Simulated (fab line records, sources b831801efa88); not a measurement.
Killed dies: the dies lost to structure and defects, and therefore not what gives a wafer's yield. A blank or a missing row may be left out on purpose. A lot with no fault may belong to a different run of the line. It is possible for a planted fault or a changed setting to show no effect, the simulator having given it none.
Struck lot and sound lot, side by side || flow sky130 || 14 steps out of a route of 708
Sound: the wafers L231.3, L231.4, L231.6. Wafers L241.1, L241.5, L241.6 were the ones struck. Last of all comes the cause.
Each step with rows lists, per side, the tool, then ch with its chambers, then its first start. Under that, the readings that differ: sound wafers || struck wafers || difference of the means || sigmas: that difference in standard deviations of wafers without a fault.
alike: a reading whose means differ by less than 2 such deviations, as well as words and numbers matching on both sides. not compared: withheld readings; readings where some wafer has no value; bounds like >300 that might hide an equal value; numbers whose values overlap and for which the record gives no deviation.
A row with sigmas, a row that says differs or no value, or rows on one side alone: a step with any of these is where the two part. Numbers that have no deviation but don't overlap get no sigmas and don't part them. A reading that every wafer of one side lacks parts them only if that side has two wafers or more.

first, 1 step without rows for these wafers: SKY_SONOS_ONO_WET_ETCH_16 (etches SiO2 in dHF, target depth 14 nm, time 280 s).
SKY_SONOS_ONO_STRIP_17: strips in O2/N2.
  sound on plasmaAsher-04 ch 0,1, day 14 10:25; struck on plasmaAsher-02 ch 0,1, day 18 02:20
  alike: drypumpMotorCurrentA, n2FlowSccm, oesProductAu, stripTimeToEndpointS
  not compared: rfHoursCounterH
then, 3 steps without rows for these wafers: SKY_SONOS_ONO_WET_ETCH_18 (etches Si3N4 in H3PO4, target depth 15 nm, time 172 s); SKY_GATE_OXIDE_CLEAN_00 (cleans in SC1/SC2, time 150 s); SKY_GATE_OXIDE_OXIDATION_01 (stabilise 600 s, purge 300 s, target thk 10.268 nm).
SKY_GATE_OXIDE_THK_MEAS_02:
  sound: filmMetro-01 at day 14 13:11; struck: filmMetro-02 at day 18 05:04
  alike: GATE_OXIDE_OXIDATION_00_THK
then, 6 steps without rows for these wafers: SKY_GATE_OXIDE_DEHYDRATE_03 (time 60 s); SKY_GATE_OXIDE_HMDS_04 (prime time 60 s); SKY_GATE_OXIDE_COAT_05 (resist thk 1140 nm); SKY_GATE_OXIDE_SOFTBAKE_06 (time 60 s); SKY_GATE_OXIDE_EXPOSE_07 (exposes mask LVOM, target cd 600 nm); SKY_GATE_OXIDE_PEB_08.
SKY_GATE_OXIDE_DEVELOP_09: develop time 60 s.
  struck on lithoTrack-01, day 19 10:43; sound on lithoTrack-04 ch 0, day 15 16:01
  no value came back on the struck wafers for chillPlateTempC (C), developTimeS (s); on the sound wafers chillPlateTempC (C) reads 22.95 22.96 23.16
SKY_GATE_OXIDE_OVL_MEAS_10:
  sound: overlay-01 at day 15 16:07; struck: overlay-02 at day 19 10:52
{"reading": "GATE_OXIDE_OVL (nm)", "sound": "-0.2 0.0 -1.2", "struck": "- - -", "difference": "no value on the struck wafers", "sigmas": ""}

== WHERE THEY PART ==
Last at SKY_GATE_OXIDE_OVL_MEAS_10 as far as this record goes, first at SKY_GATE_OXIDE_DEVELOP_09.

WHY: the cause the simulator had injected
Whole step skipped at SKY_GATE_OXIDE_DEVELOP_09 on lithoTrack-01, starting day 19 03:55. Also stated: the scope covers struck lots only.
